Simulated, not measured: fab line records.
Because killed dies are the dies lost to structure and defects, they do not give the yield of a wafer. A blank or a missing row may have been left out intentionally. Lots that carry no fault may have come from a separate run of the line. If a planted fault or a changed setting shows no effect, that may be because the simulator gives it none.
fab line records    flow sky130
record: lots: 7  wafers: 21  lastDay: 50
route steps=708 shown METAL2@504 VIA2@507 PAD_OPEN@708
lots untouched by any fault: they come from a run of this same line in which no faults occurred
startH: the number of hours between the record's first day and the start of the first shown wafer of the lot    waitH: hours elapsed since this lot's preceding step    " unchanged from the row above    L1.1+2: a single row standing in for several wafers    - value missing, or start not given    * or withheld: withheld    < > ~ a bound
route shown NAME@n: NAME is a module with steps in the file, n the number in the route of the first one    usual: mean/standard deviation taken from wafers without a fault    same: alike in all rows    chamber/n: place in a boat    sites: the reading at each site    _std_site: the values' standard deviation    _edge_site: mean of outer sites minus mean of inner sites    radiusMm: for every site, how far away it sits from the centre of the wafer    mask NAME#n: copy n    behind: the last tool/chamber to shape the wafer    hold: the reason the lot was held/the length of the hold in hours/how it ended    device: the transistor (n, p or np) that didn't switch    end of line: tests of these same wafers at the route's end    a step without rows: its recipe alone    killed: not the wafer's yield, but the dies lost to structure and defects at the first sort    map: a wafer's dies, x killed, . not, _ none there
set.NAME: the setting the step ran with; set.NAME@STEP: the setting that earlier step ran with    model.NAME: the simulator's own value behind a step, which no gauge read
lots at selected steps of the route; one table per step, one row per wafer
services: the hour from which a tool's chamber was out of use, counted from the record's first day as startH (under 0 if before that day), plus the number of hours and why
== steps ==
step: SKY_METAL2_STRIP_21
recipe: chemistry: postEtchResidueRemover  timeS: 1200  tempC: 72.5
step: SKY_METAL2_CLEAN_22
recipe: chemistry: IPA  timeS: 180  tempC: 25
step: SKY_METAL2_CLEAN_23
recipe: chemistry: O3/DIW  dry: n2Spin
step: SKY_VIA2_HDPCVD_00
recipe: material: SiO2  targetThkNm: 1180  sigmaOpenFrac: 0.3  timeS: 196.7  tempC: 400  sih4FlowSccm: 60  pressureMtorr: 6
step: SKY_VIA2_THK_MEAS_01
recipe: reads: SiO2_of_VIA2_HDPCVD_00
usual: VIA2_HDPCVD_THK: 1185/10
lot.wafer  tool          chamber  startH  waitH  VIA2_HDPCVD_THK[nm]
L676.3     filmMetro-03  -        903.47  0.1    1194
L676.4     "             -        "       "      1192
L676.6     "             -        "       "      1190
L679.1     filmMetro-04  -        923.13  0.1    1185
L679.2     "             -        "       "      1186
L679.3     "             -        "       "      1168
L683.1     filmMetro-01  -        951.29  0.1    1171
L683.3     "             -        "       "      1202
L683.4     "             -        "       "      1179
L684.1     filmMetro-03  -        959.00  0.1    1184
L684.2     "             -        "       "      1203
L684.3     "             -        "       "      1192
L685.3     filmMetro-03  -        968.32  0.1    1203
L685.4     "             -        "       "      1200
L685.6     "             -        "       "      1206
L689.2     filmMetro-04  -        981.95  0.1    1202
L689.3     "             -        "       "      1190
L689.6     "             -        "       "      1195
L688.1     filmMetro-04  -        984.98  0.1    1183
L688.5     "             -        "       "      1185
L688.6     "             -        "       "      1191
step: SKY_VIA2_CMP_02
recipe: material: SiO2  downForcePsi: 4  platenRpm: 60  padVelocityMS: 0.94248
usual: edgeZonePressureFrac: 1.000/0.0051  motorCurrentA: 12.2/0.79  platenRpm: 60.00/0.045  retainingRingPressureFrac: 1.000/0.0049
lot.wafer  tool    chamber  startH  waitH  edgeZonePressureFrac  motorCurrentA  platenRpm  retainingRingPressureFrac
L676.4     cmp-01  2        903.51  0.0    1.007                 11.8           60.05      0.994
L676.3     "       1        "       "      0.997                 11.8           59.99      1.001
L676.6     "       2        "       "      1.000                 11.7           60.08      0.998
L679.2     cmp-01  2        923.19  0.0    1.000                 11.9           60.01      0.999
L679.3     "       3        "       "      0.996                 12.6           60.03      1.003
L679.1     "       0        "       "      1.002                 13.3           60.06      0.999
L683.1     cmp-01  3        951.35  0.1    1.012                 11.9           59.95      1.005
L683.4     "       0        "       "      0.996                 13.2           59.97      0.999
L683.3     "       2        "       "      1.000                 12.1           60.00      0.999
L684.2     cmp-02  2        959.06  0.0    0.997                 12.5           59.97      1.000
L684.1     "       0        "       "      1.001                 11.2           60.01      1.004
L684.3     "       1        "       "      0.997                 13.2           60.01      1.001
L685.4     cmp-02  3        968.41  0.1    0.996                 12.1           59.96      0.991
L685.3     "       0        "       "      1.005                 11.4           60.07      1.001
L685.6     "       2        "       "      0.998                 12.1           60.01      0.996
L689.2     cmp-02  0        982.05  0.1    0.998                 11.3           60.08      0.998
L689.3     "       1        "       "      1.002                 12.2           60.06      0.996
L689.6     "       0        "       "      1.005                 11.6           60.04      0.998
L688.1     cmp-02  3        985.09  0.1    1.000                 12.0           59.93      1.007
L688.6     "       2        "       "      1.001                 12.6           60.09      0.998
L688.5     "       3        "       "      0.995                 12.3           59.96      1.000
step: SKY_VIA2_BOW_MEAS_03
recipe: mode: bow
usual: VIA2_BOW: 85/6.5
lot.wafer  tool          chamber  startH  waitH  VIA2_BOW[um]
L676.3     filmMetro-01  -        903.85  0.1    83
L676.4     "             -        "       "      91
L676.6     "             -        "       "      91
L679.1     filmMetro-01  -        923.49  0.1    78
L679.2     "             -        "       "      83
L679.3     "             -        "       "      83
L683.1     filmMetro-01  -        951.65  0.2    84
L683.3     "             -        "       "      90
L683.4     "             -        "       "      86
L684.1     filmMetro-04  -        959.36  0.1    87
L684.2     "             -        "       "      84
L684.3     "             -        "       "      90
L685.3     filmMetro-04  -        968.70  0.2    80
L685.4     "             -        "       "      78
L685.6     "             -        "       "      78
L689.2     filmMetro-01  -        982.32  0.2    91
L689.3     "             -        "       "      82
L689.6     "             -        "       "      70
L688.1     filmMetro-03  -        985.37  0.2    88
L688.5     "             -        "       "      88
L688.6     "             -        "       "      86
step: SKY_VIA2_DEHYDRATE_04
recipe: tempC: 200  timeS: 60
step: SKY_VIA2_HMDS_05
recipe: primeTimeS: 60  primeTempC: 120
step: SKY_VIA2_COAT_06
recipe: resist: BARC  tempC: withheld  timeS: withheld  spinRpm: 3000  resistThkNm: 60
step: SKY_VIA2_COAT_07
recipe: resist: KrF-thick  spinRpm: 3000  resistThkNm: 450
step: SKY_VIA2_SOFTBAKE_08
recipe: tempC: 100  timeS: 90  resist: KrF-thick
step: SKY_VIA2_EXPOSE_09
recipe: maskId: VIM2  na: 0.8  sourceShape: annular  sigmaInner: 0.55  sigmaOuter: 0.85  targetCdNm: 200  doseMj: 38
lot.wafer   tool           chamber  startH  waitH  mask    model.VIA2.overlayXNm
L676.3+4+6  krfScanner-01  0        915.82  -      VIM2#0  -1.48
L679.1+2+3  krfScanner-02  0        935.72  -      VIM2#0  -6.1
L683.1+3+4  krfScanner-02  0        963.46  -      VIM2#0  19.77
L684.1+2+3  krfScanner-02  0        971.54  -      VIM2#0  27.86
L685.3+4+6  krfScanner-02  0        981.02  -      VIM2#0  29.56
L689.2+3+6  krfScanner-01  0        993.50  -      VIM2#0  3.584
L688.1+5+6  krfScanner-01  0        997.23  -      VIM2#0  -2.74
step: SKY_VIA2_PEB_10
recipe: pebTempC: withheld  pebTimeS: withheld  resist: KrF-thick
step: SKY_VIA2_DEVELOP_11
recipe: developTimeS: 61.79  resist: KrF-thick  devTempC: 21
step: SKY_VIA2_CD_MEAS_12
recipe: targetCdNm: 200
usual: cdNm: 199.7/1.2
lot.wafer  tool      chamber  startH   waitH  cdNm
L676.3     cdSem-01  -        928.57   -      198.3
L676.4     "         -        "        "      198.1
L676.6     "         -        "        "      201.2
L679.1     cdSem-02  -        948.31   -      200.0
L679.2     "         -        "        "      199.6
L679.3     "         -        "        "      200.1
L683.1     cdSem-02  -        975.73   -      198.0
L683.3     "         -        "        "      198.9
L683.4     "         -        "        "      200.6
L684.1     cdSem-01  -        983.13   -      200.3
L684.2     "         -        "        "      200.5
L684.3     "         -        "        "      199.0
L685.3     cdSem-02  -        991.68   -      197.9
L685.4     "         -        "        "      197.9
L685.6     "         -        "        "      198.6
L689.2     cdSem-01  -        1005.25  -      199.5
L689.3     "         -        "        "      199.4
L689.6     "         -        "        "      198.2
L688.1     cdSem-02  -        1008.58  -      200.6
L688.5     "         -        "        "      200.2
L688.6     "         -        "        "      199.3
step: SKY_VIA2_OVL_MEAS_13
usual: VIA2_OVL: -2/5
lot.wafer  tool        chamber  startH   waitH  VIA2_OVL[nm]
L676.3     overlay-01  -        928.66   0.1    -2
L676.4     "           -        "        "      -4
L676.6     "           -        "        "      0
L679.1     overlay-02  -        948.43   0.1    -4
L679.2     "           -        "        "      5
L679.3     "           -        "        "      -2
L683.1     overlay-02  -        975.85   0.1    18
L683.3     "           -        "        "      18
L683.4     "           -        "        "      19
L684.1     overlay-02  -        983.25   0.1    21
L684.2     "           -        "        "      30
L684.3     "           -        "        "      28
L685.3     overlay-01  -        991.77   0.1    36
L685.4     "           -        "        "      26
L685.6     "           -        "        "      33
L689.2     overlay-01  -        1005.36  0.1    5
L689.3     "           -        "        "      10
L689.6     "           -        "        "      7
L688.1     overlay-01  -        1008.70  0.1    0
L688.5     "           -        "        "      -10
L688.6     "           -        "        "      2
step: SKY_VIA2_ETCH_14
recipe: chemistry: N2/H2  target: BARC  ionEnergyEv: 200  sourceW: 500  biasW: 100  pressureMtorr: 30  n2FlowSccm: 100  h2FlowSccm: 200  stopOn: SiO2  timeS: 45.9  targetDepthA: 600
usual: drypumpMotorCurrentA: 5.8/0.39  oesProductAu: 0.856/0.0045  throttleValvePct: 13.225/0.0092
lot.wafer  tool        chamber  startH   waitH  drypumpMotorCurrentA  oesProductAu  rfHoursCounterH  throttleValvePct
L676.3     rieDiel-02  0        928.69   0.0    6.4                   0.855         4                13.223
L676.4     "           3        "        "      5.5                   0.865         11               13.227
L676.6     "           3        "        "      5.5                   0.858         -                13.220
L679.1     rieDiel-02  3        948.47   0.0    5.5                   0.858         11               13.214
L679.2     "           0        "        "      6.3                   0.860         5                13.215
L679.3     "           1        "        "      5.9                   0.850         14               13.211
L683.1     rieDiel-04  1        975.89   0.0    5.7                   0.852         23               13.219
L683.3     "           0        "        "      6.2                   0.864         10               13.229
L683.4     "           2        "        "      5.4                   0.853         12               13.212
L684.1     rieDiel-04  1        983.29   0.0    5.7                   0.851         24               13.224
L684.2     "           3        "        "      5.7                   0.855         25               13.229
L684.3     "           2        "        "      5.4                   0.853         12               13.238
L685.3     rieDiel-04  1        991.80   0.0    5.6                   0.856         24               13.221
L685.4     "           3        "        "      5.7                   0.861         25               13.212
L685.6     "           3        "        "      5.7                   0.864         -                13.216
L689.2     rieDiel-02  0        1005.39  0.0    6.4                   0.863         6                13.226
L689.3     "           2        "        "      5.6                   0.864         15               13.242
L689.6     "           2        "        "      5.7                   0.855         -                13.229
L688.1     rieDiel-02  1        1008.74  0.0    5.9                   0.853         16               13.214
L688.5     "           2        "        "      5.6                   0.854         -                13.221
L688.6     "           3        "        "      5.4                   0.853         -                13.212
step: SKY_PAD_OPEN_PROBE_99
usual: defectLimitedYield: 82.4/1.8  killed_at_M0_to_M3: 44/7  killed_at_M4_up: 3.2/2  killedAtContacts: 25/5.3  killedAtFrontEnd: 15/4.3  killedAtOther: 0.3/0.54  killedDies: 86/8.7  killedOpen: 47/6.4  killedShort: 39/5.6  sort_bin_3_pad_short: 0.9/0.43  sort_bin_5_function: 10.4/1.4  sort_bin_6_memory: 6.3/1.2  sortNPass: 406/8.7  sortYieldPct: 82.4/1.8
same: grossDies: 492  killedAtBackSide: 0  sort_bin_4_leakage[%]: 0  sort_bin_8_speed[%]: 0
lot.wafer  tool       chamber  startH   waitH  defectLimitedYield[%]  killed_at_M0_to_M3  killed_at_M4_up  killedAtContacts  killedAtFrontEnd  killedAtOther  killedDies  killedOpen  killedShort  sort_bin_3_pad_short[%]  sort_bin_5_function[%]  sort_bin_6_memory[%]  sortNPass  sortYieldPct[%]
L684.1     prober-01  -        1178.35  0.1    78.0                   59                  2                32                15                0              108         64          44           2.0                      12.4                    7.5                   384        78.0
L684.2     prober-01  -        1178.40  0.1    80.3                   46                  7                29                15                0              97          52          45           1.0                      11.4                    7.3                   395        80.3
L684.3     prober-01  -        1178.45  0.2    82.5                   44                  4                21                17                0              86          50          36           0.8                      11.2                    5.5                   406        82.5
killed by level:class
L684.1 VIA1:geometricParticle:open=18 CONTACT:geometricParticle:open=14 VIA3:geometricParticle:open=9 LI_CONTACT:geometricParticle:open=8 VIA1:geometricParticle:short=7 METAL2:geometricParticle:short=7 METAL1:geometricParticle:short=6 VIA2:geometricParticle:open=6
L684.2 VIA1:geometricParticle:open=14 LI_CONTACT:geometricParticle:open=12 VIA1:geometricParticle:short=10 VIA3:geometricParticle:open=8 CONTACT:geometricParticle:open=7 METAL4:geometricParticle:short=6 FIELD_ISO:geometricParticle:short=5 POLY_GATE:geometricParticle:short=5
L684.3 POLY_GATE:geometricParticle:open=9 VIA2:geometricParticle:open=9 LI_CONTACT:geometricParticle:open=8 VIA3:geometricParticle:open=8 METAL2:geometricParticle:short=7 VIA1:geometricParticle:open=5 LOCAL_INTERCONNECT:geometricParticle:short=5 METAL1:geometricParticle:short=5
== services ==
tool           chamber  startH  hours  kind
cmp-01         -        881.58  3.0    repair
krfScanner-02  -        891.35  1.0    pm
krfScanner-01  -        897.64  1.3    pm
krfScanner-01  0        900.19  -      calibration
cmp-01         -        912.64  4.0    pm
cmp-01         -        916.64  -      consumableReplace:conditioner
cmp-01         -        916.64  -      consumableReplace:pad
krfScanner-01  -        919.78  3.6    pm
rieDiel-04     2        921.43  19.3   repair
krfScanner-02  0        922.29  -      calibration
krfScanner-01  -        937.55  1.0    pm
cmp-02         -        954.03  0.4    repair
cmp-01         -        960.38  1.1    repair
krfScanner-01  -        961.39  0.8    pm
cmp-01         -        961.47  4.8    pm
krfScanner-02  -        972.16  4.4    pm
rieDiel-02     2        981.65  3.0    repair
== key ==
firstSign: step: SKY_VIA2_OVL_MEAS_13  reading: VIA2_OVL  direction: up  sigmas: 5.4  usual: -2  struck: 25
effect none on later readings
modelEffect: step: SKY_VIA2_EXPOSE_09  value: VIA2.overlayXNm  without: -2.905  struck: 25.73
metAt SKY_VIA2_EXPOSE_09
struckWafers L683.1,L683.3,L683.4,L684.1,L684.2,L684.3,L685.3,L685.4,L685.6
onsetBetween 935.72 963.46
fault: kind: scannerMatchingOverlay  tool: krfScanner-02  chamber: -  onsetH: 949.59  steps: SKY_VIA2_EXPOSE_09  offset: 28.632
